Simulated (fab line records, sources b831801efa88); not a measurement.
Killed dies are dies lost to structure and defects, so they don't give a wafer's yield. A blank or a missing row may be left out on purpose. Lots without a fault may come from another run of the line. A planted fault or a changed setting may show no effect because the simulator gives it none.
Which tool did it? | flow sky130 | 6 lots, 18 wafers sampled, at 1 step of a route of 708

WHAT THE GAUGES READ, wafer by wafer
SKY_LOCAL_INTERCONNECT_OVL_MEAS_12.
lot  | measured     | on         | LOCAL_INTERCONNECT_OVL (nm)
L522 | day 32 02:58 | overlay-01 | -4 -4 0
L525 | day 33 05:04 | overlay-02 | 4 6 -1
L527 | day 33 11:22 | overlay-01 | 8 11 7
L529 | day 33 23:58 | overlay-01 | 8 6 2
L538 | day 37 00:52 | overlay-01 | 10 0 6
L540 | day 37 22:40 | overlay-02 | 2 -1 -3

WHICH TOOL RAN EACH LOT (tool, then ch and the chambers of the sampled wafers, then the start)
The record holds no process step before these readings.

THE ANSWER, worked out from the rows above alone
Rule: what is usual is taken from the lots themselves. Put in order of their means at a reading, lots are off if they are a third of the lots or fewer, leave a main group of 4 or more, and stand apart from it by a gap of 3 or more times the standard deviation of the main group's means; of several such gaps the widest counts. A main group whose means are all the same, to the digits that the tables above print for the reading, isn't used. A lot without any number at a reading at which 4 lots or more have one is off too. The other lots that the step has rows for count as sound.
No lot is off at any reading shown: from this, nothing can be told.

WHAT THE SIMULATOR HAD PUT IN
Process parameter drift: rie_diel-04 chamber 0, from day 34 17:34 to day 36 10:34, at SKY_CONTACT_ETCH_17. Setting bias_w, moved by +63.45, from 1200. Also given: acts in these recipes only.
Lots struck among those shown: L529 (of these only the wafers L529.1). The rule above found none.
